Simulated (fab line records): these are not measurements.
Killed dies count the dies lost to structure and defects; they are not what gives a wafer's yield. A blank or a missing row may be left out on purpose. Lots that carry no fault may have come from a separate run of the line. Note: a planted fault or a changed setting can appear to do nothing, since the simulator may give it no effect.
Matching of chambers	flow gf180mcu	GF_CONTACT_ETCH_16 on rieDiel-03 has 4 sister chambers
The step etches BARC in N2/H2. 22 wafers are shown with their chamber, then 11 later ones without.

## WAFERS PAIRED WITH THEIR CHAMBERS
wafer	chamber	rfFwdPowerW (W)	throttleValvePct (%)	oesProductAu (a.u.)
L076.1	3	497.6	13.235	0.861
L076.3	0	495.5	13.224	0.852
L076.6	3	495.9	13.222	0.851
L078.1	1	494.7	13.217	0.855
L078.4	3	493.6	13.221	0.852
L078.6	0	497.2	13.229	0.857
L079.2	2	498.4	13.221	0.861
L079.5	1	494.4	13.228	0.857
L079.6	0	496.0	13.227	0.848
L081.4	0	498.3	13.229	0.857
L081.5	0	497.2	13.230	0.847
L081.6	3	496.1	13.238	0.854
L085.3	0	498.9	13.209	0.854
L085.5	0	497.9	13.225	0.859
L085.6	3	494.1	13.220	0.848
L086.1	2	496.1	13.213	0.856
L086.2	1	498.3	13.206	0.858
L086.6	3	492.1	13.238	0.857
L088.3	2	496.0	13.227	0.849
L088.5	2	495.6	13.223	0.854
L088.6	3	494.9	13.213	0.849
L091.2	2	495.3	13.224	0.862

SIGNATURES, as means of the wafers listed above
reading	chamber 0	chamber 1	chamber 2	chamber 3	scatter within a chamber
rfFwdPowerW	497.286	495.800	496.280	494.900	1.57
throttleValvePct	13.22471	13.21700	13.22160	13.22671	0.00844
oesProductAu	0.85343	0.85667	0.85640	0.85314	0.00456
Rule: for each reading, subtract the chamber's mean from the wafer's reading, divide by that reading's scatter and square the result; add these up over the readings and take the root, which gives the wafer's distance from the chamber. If the next closest chamber is less than 2 further off than the closest, the wafer can't be placed; otherwise it belongs to the closest. The scatter is the square root of a quotient: the sum, over the shown wafers, of each reading's squared deviation from its chamber's mean, divided by wafers minus chambers.

## WAFERS WITH NO CHAMBER GIVEN
wafer	rfFwdPowerW (W)	throttleValvePct (%)	oesProductAu (a.u.)
L091.5	498.3	13.225	0.858
L091.6	496.7	13.241	0.858
L093.4	495.5	13.222	0.856
L093.5	494.4	13.226	0.853
L093.6	495.9	13.213	0.855
L095.1	496.8	13.228	0.865
L095.4	498.3	13.231	0.852
L095.5	497.0	13.226	0.848
L097.1	496.4	13.221	0.861
L097.3	496.5	13.202	0.858
L097.5	493.4	13.195	0.846

## WHICH CHAMBER EACH WENT THROUGH
wafer	from the rows above	in truth
L091.5	can't be placed: 0 or 2 or 1 or 3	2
L091.6	can't be placed: 0 or 3 or 2 or 1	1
L093.4	can't be placed: 2 or 1 or 3 or 0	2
L093.5	can't be placed: 3 or 2 or 1 or 0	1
L093.6	can't be placed: 1 or 2 or 0 or 3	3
L095.1	can't be placed: 2 or 1 or 0 or 3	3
L095.4	can't be placed: 0 or 2 or 3 or 1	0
L095.5	can't be placed: 0 or 3 or 2 or 1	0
L097.1	can't be placed: 2 or 1 or 0 or 3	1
L097.3	can't be placed: 1 or 2 or 0 or 3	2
L097.5	can't be placed: 1 or 3 or 2 or 0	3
Placed correctly: 0 of 11. Cannot be placed on the basis of these rows: 11; the candidates contain the true chamber in 11. Wrongly placed: 0.
